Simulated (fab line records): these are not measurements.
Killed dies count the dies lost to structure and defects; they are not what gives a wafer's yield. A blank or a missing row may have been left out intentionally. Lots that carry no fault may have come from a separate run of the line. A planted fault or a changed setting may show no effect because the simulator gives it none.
Problem report in the 8D (eight disciplines) form, filled by code	flow sky130	the parts of the form that need people (team, actions taken, sign-off) are left out

## 1. THE PROBLEM
Wafers with no fault read 66 s with a standard deviation of 4.6, whereas time-to-endpoint-s at SKY_VIA1_CMP_24 reads a mean of 35 s on 1 wafer of 1 lot. Relative to the usual mean, that is a shift of -6.7 standard deviations.
The step: polishes, stops on SiO2, t overpolish 15 s, target thk 0 nm.
Earliest sighting: wafer L976.4 on cmp-01 at day 38 18:58. Wafers with a number at this step in the record: 15, from 5 lots. The rule behind "out" and "out of limits": a value lying over 4 standard deviations away from the usual mean. The other wafers with a number count as sound.

## 2. WHAT IT IS, WHAT IT ISN'T
question	is	is not
which readings at this step	time-to-endpoint-s	head-pressure-psi, motor-current-A, overpolish-run-s, platen-rpm
which lots	L976	L963, L967, L981, L983
which wafers of those lots	L976.4	L976.3, L976.5
read on which tools	cmp-01	cmp-02
when	from day 38 18:58	up to then (8 sound wafers); but 6 sound wafers of L981, L983 came after

## 3. THE SUSPECTS, EACH WITH WHAT RULES IT OUT
Counting: any tool at a process step up to the reading remains a suspect provided it ran every lot that is out. Sound lots after the first of them don't rule it out here, since some wafers of a struck lot are sound.
- rie-diel-04 at SKY_VIA1_ETCH_14 (etches BARC in N2/H2, stops on SiO2, time 45.9 s, target depth 60 nm): kept. It ran the lot that is out, L976 (day 38 17:52).
- pvd-sputter-03 at SKY_VIA1_SPUTTER_20 (material TiN, target thk 20 nm, time 80 s): kept. It ran the lot that is out, L976 (day 38 18:35).
- cvd-w-02 at SKY_VIA1_CVD_21 (deposits W, target thk 270 nm, time 80.902 s): kept. It ran the lot that is out, L976 (day 38 18:41).
- cmp-01 at SKY_VIA1_CMP_24 (polishes, stops on SiO2, t overpolish 15 s, target thk 0 nm): kept. The lot that is out, L976, ran on it at day 38 18:58; the last sound lot it ran before that was L967, at day 36 05:22. Its own time-to-endpoint-s readings are out on those wafers.
- Within rie-diel-04 at SKY_VIA1_ETCH_14: the wafers that are out ran in chamber 3; their sound lot-mates ran in chambers 1, 2.
- The sound lot-mates ran in chamber 1 of cvd-w-02 at SKY_VIA1_CVD_21, but the wafers that are out ran in chamber 0.
- Within cmp-01 at SKY_VIA1_CMP_24: the wafers that are out ran in chamber 2; their sound lot-mates ran in chambers 0, 1.
Left after counting: rie-diel-04 at SKY_VIA1_ETCH_14, pvd-sputter-03 at SKY_VIA1_SPUTTER_20, cvd-w-02 at SKY_VIA1_CVD_21, cmp-01 at SKY_VIA1_CMP_24.

## 4. THE CAUSE (what the simulator had put in)
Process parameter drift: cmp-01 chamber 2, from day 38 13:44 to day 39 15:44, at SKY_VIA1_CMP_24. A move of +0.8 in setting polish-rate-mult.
4 suspects survive the count, and this tool is in that group.

## 5. THE CHAIN OF EFFECTS, in route order
Each row: a reading where the mean over the struck wafers with a number is more than 3 standard deviations away from the usual. Only readings for which the record gives a usual standard deviation are gone through. hours: the time from each lot's start at the first step in this table that gives one to its start at this step, as a median over the lots. sigmas: the change in usual standard deviations.
hours	step	reading	usual	on struck wafers	change	sigmas
0	SKY_VIA1_CMP_24	time-to-endpoint-s	66 s	35	-31	-6.7
The process steps in it:
- SKY_VIA1_CMP_24: polishes, stops on SiO2, t overpolish 15 s, target thk 0 nm.
Later measuring or inspecting steps at which every struck wafer that the step has a row for has a number for every such reading, and none has moved that far: SKY_METAL2_RS_MEAS_05, SKY_METAL2_THK_MEAS_06, SKY_METAL2_CD_MEAS_15, SKY_METAL2_OVL_MEAS_16.

## 6. HOW IT WOULD HAVE BEEN CAUGHT EARLIER
In this record the first reading out of limits was taken at day 38 18:58, 5 hours after the fault began at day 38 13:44.
